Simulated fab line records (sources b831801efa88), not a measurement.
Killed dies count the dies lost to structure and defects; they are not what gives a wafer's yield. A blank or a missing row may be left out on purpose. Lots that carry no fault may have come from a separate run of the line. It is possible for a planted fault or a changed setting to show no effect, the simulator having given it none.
The tool behind it: which one? | flow gf180mcu | 72 wafers from 24 lots sampled at 6 of the route's 602 steps

== WHAT THE GAUGES SHOWED, per wafer ==
GF_V2_BOW_MEAS_05. Usual: V2_BOW typically reads 99 um, with standard deviation 6.8.
lot  | measured     | on           | V2_BOW (um) | flag
L074 | day 19 02:37 | filmMetro-02 | 119 104 110 | 
L075 | day 19 11:41 | filmMetro-03 | 92 95 95    | 
L076 | day 20 02:01 | filmMetro-04 | 92 102 103  | 
L077 | day 20 08:46 | filmMetro-03 | 99 95 87    | 
L078 | day 20 21:46 | filmMetro-03 | 89 97 112   | 
L079 | day 21 05:15 | filmMetro-04 | 112 100 87  | 
L080 | day 21 16:08 | filmMetro-03 | 93 91 96    | 
L081 | day 22 05:02 | filmMetro-03 | 104 104 102 | 
L082 | day 22 05:18 | filmMetro-02 | 109 83 101  | 
L083 | day 22 22:24 | filmMetro-02 | 92 112 94   | 
L084 | day 23 06:34 | filmMetro-02 | 103 102 106 | 
L085 | day 23 07:53 | filmMetro-02 | 86 102 102  | 
L086 | day 23 16:37 | filmMetro-02 | 107 105 101 | 
L087 | day 23 23:28 | filmMetro-04 | 106 99 103  | 
L088 | day 24 12:05 | filmMetro-02 | 90 91 89    | 
L089 | day 24 17:46 | filmMetro-04 | 89 92 99    | 
L090 | day 25 08:11 | filmMetro-04 | 100 97 114  | 
L091 | day 25 09:52 | filmMetro-02 | 96 98 94    | 
L092 | day 25 15:37 | filmMetro-02 | 93 97 107   | 
L093 | day 26 01:49 | filmMetro-03 | 97 97 96    | 
L094 | day 26 10:24 | filmMetro-04 | 90 90 90    | 
L095 | day 26 21:18 | filmMetro-03 | 103 105 96  | 
L096 | day 26 23:28 | filmMetro-04 | 103 107 105 | 
L097 | day 27 02:26 | filmMetro-04 | 94 92 89    | 

GF_MIM_THK_MEAS_11: measures by xrf. Usual: MIM_ALCU_THK typically reads 199.3 nm, with standard deviation 2.1.
lot  | measured     | on           | MIM_ALCU_THK (nm) | flag
L074 | day 24 07:41 | filmMetro-02 | 198.6 199.6 200.1 | 
L075 | day 24 15:35 | filmMetro-01 | 200.7 200.1 202.3 | 
L076 | day 25 04:24 | filmMetro-01 | 199.2 200.1 200.7 | 
L077 | day 25 10:19 | filmMetro-04 | 196.5 197.9 197.2 | 
L078 | day 26 00:55 | filmMetro-02 | 199.1 196.1 197.5 | 
L079 | day 26 06:20 | filmMetro-01 | 200.8 199.1 197.0 | 
L080 | day 26 14:44 | filmMetro-01 | 196.2 197.8 198.2 | 
L081 | day 27 02:34 | filmMetro-02 | 200.9 202.4 202.0 | 
L082 | day 27 02:17 | filmMetro-04 | 197.5 199.3 199.8 | 
L083 | day 27 18:51 | filmMetro-01 | 196.3 196.0 195.2 | 
L084 | day 28 02:55 | filmMetro-02 | 200.8 201.5 200.0 | 
L085 | day 28 03:49 | filmMetro-04 | 199.6 199.3 201.9 | 
L086 | day 28 08:36 | filmMetro-01 | 197.5 196.8 197.9 | 
L087 | day 28 17:46 | filmMetro-04 | 200.2 198.7 198.8 | 
L088 | day 29 00:58 | filmMetro-04 | 200.4 200.1 201.8 | 
L089 | day 29 08:01 | filmMetro-01 | 197.2 199.4 197.8 | 
L090 | day 29 20:26 | filmMetro-01 | 198.6 199.9 200.2 | 
L091 | day 29 22:26 | filmMetro-01 | 200.2 202.1 199.1 | 
L092 | day 30 04:32 | filmMetro-04 | 201.3 197.6 200.6 | 
L093 | day 30 12:00 | filmMetro-04 | 202.1 201.0 198.9 | 
L094 | day 30 18:16 | filmMetro-04 | 196.4 196.6 197.3 | 
L095 | day 31 04:53 | filmMetro-02 | 203.3 204.1 203.8 | 
L096 | day 31 07:16 | filmMetro-01 | 199.4 195.4 196.6 | 
L097 | day 31 08:57 | filmMetro-01 | 198.6 198.5 197.1 | 

== EACH LOT AND THE TOOL THAT RAN IT (in order: tool; ch and the chambers of the sampled wafers; start) ==
lot  | GF_V2_ETCH_17                                | GF_V4_STRIP_18                      | GF_MIM_SPUTTER_00           | GF_MIM_SPUTTER_09
L074 | rieDiel-01 ch 1,2,3, day 24 05:55 or earlier | plasmaAsher-01 ch 0,1, day 24 05:55 | pvdSputter-02, day 24 07:08 | pvdSputter-03, day 24 07:32
L075 | rieDiel-03 ch 1,3, day 24 13:43 or earlier   | plasmaAsher-03 ch 0,1, day 24 13:43 | pvdSputter-02, day 24 15:02 | pvdSputter-04, day 24 15:26
L076 | rieDiel-02 ch 0,2,3, day 25 02:37 or earlier | plasmaAsher-03 ch 1, day 25 02:37   | pvdSputter-02, day 25 03:52 | pvdSputter-04, day 25 04:15
L077 | rieDiel-03 ch 0,3, day 25 08:31 or earlier   | plasmaAsher-02 ch 0,1, day 25 08:31 | pvdSputter-03, day 25 09:46 | pvdSputter-02, day 25 10:10
L078 | rieDiel-03 ch 0,1,2, day 25 23:01 or earlier | plasmaAsher-03 ch 0,1, day 25 23:01 | pvdSputter-04, day 26 00:22 | pvdSputter-03, day 26 00:46
L079 | rieDiel-02 ch 1,2, day 26 04:28 or earlier   | plasmaAsher-03 ch 0,1, day 26 04:28 | pvdSputter-02, day 26 05:43 | pvdSputter-03, day 26 06:08
L080 | rieDiel-01 ch 0,1,3, day 26 12:56 or earlier | plasmaAsher-03 ch 0,1, day 26 12:56 | pvdSputter-03, day 26 14:10 | pvdSputter-04, day 26 14:35
L081 | rieDiel-01 ch 0,1,3, day 27 00:23 or earlier | plasmaAsher-02 ch 0,1, day 27 00:23 | pvdSputter-02, day 27 01:59 | pvdSputter-04, day 27 02:23
L082 | rieDiel-02 ch 1,3, day 27 00:28 or earlier   | plasmaAsher-01 ch 0,1, day 27 00:28 | pvdSputter-03, day 27 01:41 | pvdSputter-03, day 27 02:07
L083 | rieDiel-02 ch 0,1, day 27 17:05 or earlier   | plasmaAsher-02 ch 0,1, day 27 17:05 | pvdSputter-04, day 27 18:18 | pvdSputter-02, day 27 18:41
L084 | rieDiel-01 ch 0,1,3, day 28 01:08 or earlier | plasmaAsher-02 ch 0,1, day 28 01:08 | pvdSputter-02, day 28 02:21 | pvdSputter-03, day 28 02:45
L085 | rieDiel-01 ch 0,1, day 28 02:04 or earlier   | plasmaAsher-02 ch 1, day 28 02:04   | pvdSputter-03, day 28 03:17 | pvdSputter-04, day 28 03:40
L086 | rieDiel-02 ch 1,2,3, day 28 06:50 or earlier | plasmaAsher-03 ch 0,1, day 28 06:50 | pvdSputter-03, day 28 08:03 | pvdSputter-02, day 28 08:27
L087 | rieDiel-01 ch 1,3, day 28 15:59 or earlier   | plasmaAsher-03 ch 0,1, day 28 15:59 | pvdSputter-03, day 28 17:12 | pvdSputter-04, day 28 17:35
L088 | rieDiel-03 ch 0,1,2, day 28 23:12 or earlier | plasmaAsher-01 ch 0,1, day 28 23:12 | pvdSputter-02, day 29 00:26 | pvdSputter-04, day 29 00:49
L089 | rieDiel-03 ch 0,2,3, day 29 06:16 or earlier | plasmaAsher-02 ch 0,1, day 29 06:16 | pvdSputter-04, day 29 07:29 | pvdSputter-02, day 29 07:52
L090 | rieDiel-02 ch 1,2,3, day 29 18:38 or earlier | plasmaAsher-03 ch 0,1, day 29 18:38 | pvdSputter-03, day 29 19:52 | pvdSputter-02, day 29 20:15
L091 | rieDiel-01 ch 0,1, day 29 20:41 or earlier   | plasmaAsher-01 ch 0,1, day 29 20:41 | pvdSputter-03, day 29 21:54 | pvdSputter-04, day 29 22:17
L092 | rieDiel-02 ch 0,1,3, day 30 02:47 or earlier | plasmaAsher-01 ch 0,1, day 30 02:47 | pvdSputter-04, day 30 04:00 | pvdSputter-02, day 30 04:23
L093 | rieDiel-01 ch 0,1,3, day 30 10:08 or earlier | plasmaAsher-03 ch 0,1, day 30 10:08 | pvdSputter-04, day 30 11:26 | pvdSputter-03, day 30 11:49
L094 | rieDiel-03 ch 0,3, day 30 16:23 or earlier   | plasmaAsher-01 ch 0,1, day 30 16:23 | pvdSputter-04, day 30 17:42 | pvdSputter-03, day 30 18:05
L095 | rieDiel-02 ch 1,2,3, day 31 03:06 or earlier | plasmaAsher-02 ch 0,1, day 31 03:06 | pvdSputter-02, day 31 04:20 | pvdSputter-04, day 31 04:44
L096 | rieDiel-02 ch 1,2,3, day 31 05:28 or earlier | plasmaAsher-03 ch 0,1, day 31 05:28 | pvdSputter-04, day 31 06:43 | pvdSputter-02, day 31 07:06
L097 | rieDiel-01 ch 1,2, day 31 07:10 or earlier   | plasmaAsher-03 ch 0,1, day 31 07:10 | pvdSputter-03, day 31 08:25 | pvdSputter-04, day 31 08:48
- GF_V2_ETCH_17: etches SiO2 in C4F8/O2/Ar, stops on TiN, target depth 630 nm.
- GF_V4_STRIP_18: strips in O2/N2.
- GF_MIM_SPUTTER_00: material Ti, target thk 37.5 nm, time 150 s.
- GF_MIM_SPUTTER_09: material TiN, target thk 35 nm, time 27.99 s.

== WHAT THE TOOLS THEMSELVES READ (means of the sampled wafers that have a number; where no wafer has one, the mark that the record gives instead) ==
GF_V2_ETCH_17. Usual: chamberPressureMTorr 40.00 mTorr, standard deviation 0.037; oesProductAu 0.855 a.u., standard deviation 0.0044.
lot  | tool       | chamberPressureMTorr (mTorr) | oesProductAu (a.u.) | flag
L074 | rieDiel-01 | 40.00                        | 0.853               | 
L075 | rieDiel-03 | 39.97                        | 0.856               | 
L076 | rieDiel-02 | 39.99                        | 0.856               | 
L077 | rieDiel-03 | 40.00                        | 0.851               | 
L078 | rieDiel-03 | 40.01                        | 0.855               | 
L079 | rieDiel-02 | 40.02                        | 0.856               | 
L080 | rieDiel-01 | 39.99                        | 0.856               | 
L081 | rieDiel-01 | 40.00                        | 0.853               | 
L082 | rieDiel-02 | 39.97                        | 0.859               | 
L083 | rieDiel-02 | 40.02                        | 0.858               | 
L084 | rieDiel-01 | 39.99                        | 0.857               | 
L085 | rieDiel-01 | 40.01                        | 0.857               | 
L086 | rieDiel-02 | 39.97                        | 0.859               | 
L087 | rieDiel-01 | 40.02                        | 0.857               | 
L088 | rieDiel-03 | 39.95                        | 0.852               | 
L089 | rieDiel-03 | 40.01                        | 0.853               | 
L090 | rieDiel-02 | 40.01                        | 0.854               | 
L091 | rieDiel-01 | 40.01                        | 0.859               | 
L092 | rieDiel-02 | 39.99                        | 0.854               | 
L093 | rieDiel-01 | 39.95                        | 0.855               | 
L094 | rieDiel-03 | 40.03                        | 0.856               | 
L095 | rieDiel-02 | 40.03                        | 0.858               | 
L096 | rieDiel-02 | 40.00                        | 0.855               | 
L097 | rieDiel-01 | 40.02                        | 0.853               | 

GF_V4_STRIP_18. Usual: chamberPressureMTorr 1499.9 mTorr, standard deviation 1.5; drypumpMotorCurrentA 5.6 A, standard deviation 0.69; heaterPowerW 328 W, standard deviation 29; o2FlowSccm 2999 sccm, standard deviation 9.1; oesProductAu 0.591 a.u., standard deviation 0.0052.
lot  | tool           | chamberPressureMTorr (mTorr) | drypumpMotorCurrentA (A) | heaterPowerW (W) | o2FlowSccm (sccm) | oesProductAu (a.u.) | flag
L074 | plasmaAsher-01 | 1499.4                       | 6.4                      | 340              | 2997              | 0.593               | 
L075 | plasmaAsher-03 | 1499.6                       | 4.9                      | 307              | 2996              | 0.585               | 
L076 | plasmaAsher-03 | 1500.3                       | 5.0                      | 306              | 2997              | 0.596               | 
L077 | plasmaAsher-02 | 1499.1                       | 6.2                      | 355              | 3005              | 0.589               | 
L078 | plasmaAsher-03 | 1499.1                       | 4.9                      | 306              | 2997              | 0.588               | 
L079 | plasmaAsher-03 | 1499.6                       | 5.0                      | 305              | 2990              | 0.590               | 
L080 | plasmaAsher-03 | 1500.2                       | 4.9                      | 306              | 3000              | 0.590               | 
L081 | plasmaAsher-02 | 1500.6                       | 6.1                      | 333              | 2992              | 0.592               | 
L082 | plasmaAsher-01 | 1501.0                       | 6.0                      | 354              | 3004              | 0.590               | 
L083 | plasmaAsher-02 | 1499.9                       | 6.2                      | 354              | 2999              | 0.591               | 
L084 | plasmaAsher-02 | 1498.0                       | 6.2                      | 359              | 2999              | 0.587               | 
L085 | plasmaAsher-02 | 1499.7                       | 6.0                      | 321              | 3018              | 0.590               | 
L086 | plasmaAsher-03 | 1498.1                       | 5.0                      | 304              | 2987              | 0.596               | 
L087 | plasmaAsher-03 | 1500.5                       | 4.9                      | 303              | 3002              | 0.592               | 
L088 | plasmaAsher-01 | 1500.5                       | 6.0                      | 363              | 3004              | 0.592               | 
L089 | plasmaAsher-02 | 1499.8                       | 6.2                      | 355              | 2997              | 0.589               | 
L090 | plasmaAsher-03 | 1499.2                       | 4.9                      | 302              | 2997              | 0.590               | 
L091 | plasmaAsher-01 | 1500.1                       | 6.0                      | 360              | 3005              | 0.595               | 
L092 | plasmaAsher-01 | 1499.0                       | 6.4                      | 345              | 2995              | 0.594               | 
L093 | plasmaAsher-03 | 1499.9                       | 4.9                      | 305              | 2998              | 0.595               | 
L094 | plasmaAsher-01 | 1499.9                       | 6.4                      | 346              | 3004              | 0.589               | 
L095 | plasmaAsher-02 | 1500.0                       | 6.1                      | 335              | 2999              | 0.590               | 
L096 | plasmaAsher-03 | 1500.4                       | 4.9                      | 302              | 3006              | 0.590               | 
L097 | plasmaAsher-03 | 1500.0                       | 4.9                      | 310              | 3001              | 0.594               | 

GF_MIM_SPUTTER_00. Usual: throttleValvePct reads 30.2 % (standard deviation 0.99).
lot  | tool          | throttleValvePct (%) | flag
L074 | pvdSputter-02 | 29.7                 | 
L075 | pvdSputter-02 | 30.1                 | 
L076 | pvdSputter-02 | 30.0                 | 
L077 | pvdSputter-03 | 30.8                 | 
L078 | pvdSputter-04 | 28.9                 | 
L079 | pvdSputter-02 | 29.6                 | 
L080 | pvdSputter-03 | 31.7                 | 
L081 | pvdSputter-02 | 29.9                 | 
L082 | pvdSputter-03 | 29.7                 | 
L083 | pvdSputter-04 | 30.6                 | 
L084 | pvdSputter-02 | 29.7                 | 
L085 | pvdSputter-03 | 30.4                 | 
L086 | pvdSputter-03 | 31.4                 | 
L087 | pvdSputter-03 | 29.9                 | 
L088 | pvdSputter-02 | 30.1                 | 
L089 | pvdSputter-04 | 30.5                 | 
L090 | pvdSputter-03 | 31.3                 | 
L091 | pvdSputter-03 | 31.3                 | 
L092 | pvdSputter-04 | 30.1                 | 
L093 | pvdSputter-04 | 30.7                 | 
L094 | pvdSputter-04 | 29.8                 | 
L095 | pvdSputter-02 | 29.6                 | 
L096 | pvdSputter-04 | 29.3                 | 
L097 | pvdSputter-03 | 30.5                 | 

GF_MIM_SPUTTER_09. Usual: throttleValvePct reads 30.1 % (standard deviation 1).
lot  | tool          | throttleValvePct (%) | flag
L074 | pvdSputter-03 | 30.8                 | 
L075 | pvdSputter-04 | 29.3                 | 
L076 | pvdSputter-04 | 29.8                 | 
L077 | pvdSputter-02 | 29.6                 | 
L078 | pvdSputter-03 | 30.6                 | 
L079 | pvdSputter-03 | 30.6                 | 
L080 | pvdSputter-04 | 29.9                 | 
L081 | pvdSputter-04 | 30.2                 | 
L082 | pvdSputter-03 | 30.8                 | 
L083 | pvdSputter-02 | 30.0                 | 
L084 | pvdSputter-03 | 31.5                 | 
L085 | pvdSputter-04 | 29.9                 | 
L086 | pvdSputter-02 | 29.9                 | 
L087 | pvdSputter-04 | 28.9                 | 
L088 | pvdSputter-04 | 30.1                 | 
L089 | pvdSputter-02 | 30.1                 | 
L090 | pvdSputter-02 | 29.7                 | 
L091 | pvdSputter-04 | 29.7                 | 
L092 | pvdSputter-02 | 29.1                 | 
L093 | pvdSputter-03 | 30.8                 | 
L094 | pvdSputter-03 | 30.1                 | 
L095 | pvdSputter-04 | 29.9                 | 
L096 | pvdSputter-02 | 29.6                 | 
L097 | pvdSputter-04 | 30.5                 | 

== THE ANSWER, worked out from the rows above alone ==
Rule: take the mean of a lot's wafers that have a number; if it is more than 3 standard deviations from the usual mean, the lot is off. Also off: a lot with no number at a reading for which 4 or more lots have one. The other lots that the step has rows for count as sound. The gauges are gone through in route order, then the tools' own readings, and for those a lot's mean is taken as printed above. The first step at which some lot is off is used, and at that step the reading that is off furthest; a lot without a number counts as furthest.
No lot is off at any reading shown: from this, nothing can be told.

== WHAT THE SIMULATOR HAD INSERTED ==
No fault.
